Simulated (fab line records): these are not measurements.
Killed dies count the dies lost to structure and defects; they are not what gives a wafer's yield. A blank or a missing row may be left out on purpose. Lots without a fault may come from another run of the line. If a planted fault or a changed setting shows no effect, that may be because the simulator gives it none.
A struck lot beside a sound one | flow sky130 | 26 steps out of a route of 708
Sound: the wafers L715.2, L715.3, L715.5. Wafers L719.2, L719.3, L719.6 were the ones struck. At the end, the cause is stated.
Order at every step that has rows: each side's tool, ch and its chambers, its first start. Under that, the readings that differ: sound wafers | struck wafers | difference of the means | sigmas: that difference in standard deviations of wafers without a fault.
alike: readings whose means differ by less than 2 such deviations, and words and numbers that are the same on both sides. not compared: withheld readings, readings that some wafer has no value for, bounds like >300 that may hide the same value, and numbers for which the record gives no deviation and whose values overlap.
Wherever a step has rows on one side only, a row that says differs or no value, or a row with sigmas, the two part there. Non-overlapping numbers with no deviation appear without sigmas and do not part them. A reading that every wafer of one side lacks parts them only if that side has two wafers or more.

first, 5 steps without rows for these wafers: SKY_GATE_OXIDE_COAT_05 (resist thk 1140 nm); SKY_GATE_OXIDE_SOFTBAKE_06 (time 60 s); SKY_GATE_OXIDE_EXPOSE_07 (exposes mask LVOM, target cd 600 nm); SKY_GATE_OXIDE_PEB_08; SKY_GATE_OXIDE_DEVELOP_09 (develop time 60 s).
SKY_GATE_OXIDE_OVL_MEAS_10:
  struck on overlay-02, day 18 09:27; sound on overlay-01, day 17 04:34
  alike: GATE_OXIDE_OVL
then, 2 steps without rows for these wafers: SKY_GATE_OXIDE_IMPLANT_11; SKY_GATE_OXIDE_WET_ETCH_12 (etches SiO2 in dHF, target depth 16.8 nm, time 336 s).
SKY_GATE_OXIDE_STRIP_13: strips in O2/N2.
  sound on plasma asher-01 ch 0,1, day 17 04:51; struck on plasma asher-01 ch 0, day 18 09:44
  alike: drypump motor current A, oes product au, strip time to endpoint s
  not compared: rf hours counter h
SKY_GATE_OXIDE_TW_MEAS_14:
  struck on film metro-03, day 18 09:50; sound on film metro-02, day 17 04:58
  alike: GATE_OXIDE_TW
then, 2 steps without rows for these wafers: SKY_GATE_OXIDE_CLEAN_15 (cleans in SC1/SC2, time 150 s); SKY_GATE_OXIDE_OXIDATION_16 (stabilise 600 s, purge 300 s, target thk 3.57 nm).
SKY_POLY_GATE_CVD_00: deposits poly-Si, target thk 180 nm, time 720 s.
  sound on lpcvd-01 ch 0, day 17 07:38; struck on lpcvd-01 ch 0, day 18 12:17
  reading                                       | sound             | struck            | difference | sigmas
  pressure mtorr (mTorr)                        | 199.5 199.5 199.6 | 240.1 239.2 239.8 | +40.2      | +99 or more
  model.poly-Si_of_POLY_GATE_CVD_00.thk nm (nm) | 179.3 178.3 177.8 | 196.2 196.1 195.9 | +17.6      |
  alike: zone power bottom pct, zone power top pct
SKY_POLY_GATE_THK_MEAS_01:
  struck on film metro-01, day 18 13:30; sound on film metro-04, day 17 08:50
  reading                   | sound             | struck            | difference | sigmas
  POLY_GATE_CVD_00_THK (nm) | 179.2 178.4 177.6 | 196.4 196.1 196.0 | +17.8      | +12
then, 8 steps without rows for these wafers: SKY_RES_PROTECT_DEHYDRATE_00 (time 60 s); SKY_RES_PROTECT_HMDS_01 (prime time 60 s); SKY_RES_PROTECT_COAT_02 (resist thk 1140 nm); SKY_RES_PROTECT_SOFTBAKE_03 (time 60 s); SKY_RES_PROTECT_EXPOSE_04 (exposes mask RPM, target cd 1270 nm); SKY_RES_PROTECT_PEB_05; SKY_RES_PROTECT_DEVELOP_06 (develop time 60 s); SKY_POLY_GATE_IMPLANT_02.
SKY_RES_PROTECT_STRIP_07: strips in O2/N2.
  sound on plasma asher-03 ch 0,1, day 18 13:49; struck on plasma asher-03 ch 0,1, day 19 20:04
  alike: drypump motor current A, oes product au, strip time to endpoint s
  not compared: rf hours counter h
SKY_RES_PROTECT_TW_MEAS_08:
  struck on film metro-04, day 19 20:10; sound on film metro-01, day 18 13:55
  reading      | sound          | struck         | difference | sigmas
  POLY_GATE_TW | 4034 4045 4035 | 4081 4096 4078 | +47        | +2
SKY_RES_PROTECT_CLEAN_09: cleans in SC1/SC2, time 150 s.
  sound on wet bench-02 ch 2, day 18 13:58; struck on wet bench-01 ch 1, day 19 20:13
  reading                                       | sound             | struck            | difference | sigmas
  model.poly-Si_of_POLY_GATE_CVD_00.thk nm (nm) | 178.7 177.6 177.1 | 195.6 195.5 195.3 | +17.7      |
then, 1 step without rows for these wafers: SKY_POLY_GATE_CVD_03 (deposits Si3N4 from DCS/NH3, target thk 75 nm, time 1290 s).

== WHERE THEY PART ==
At SKY_POLY_GATE_CVD_00 first; at SKY_RES_PROTECT_TW_MEAS_08 last (within this record only).

WHY: the cause the simulator had injected
lpcvd-01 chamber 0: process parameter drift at SKY_POLY_GATE_CVD_00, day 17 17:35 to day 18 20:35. Setting pressure mtorr, moved by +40, from 200.
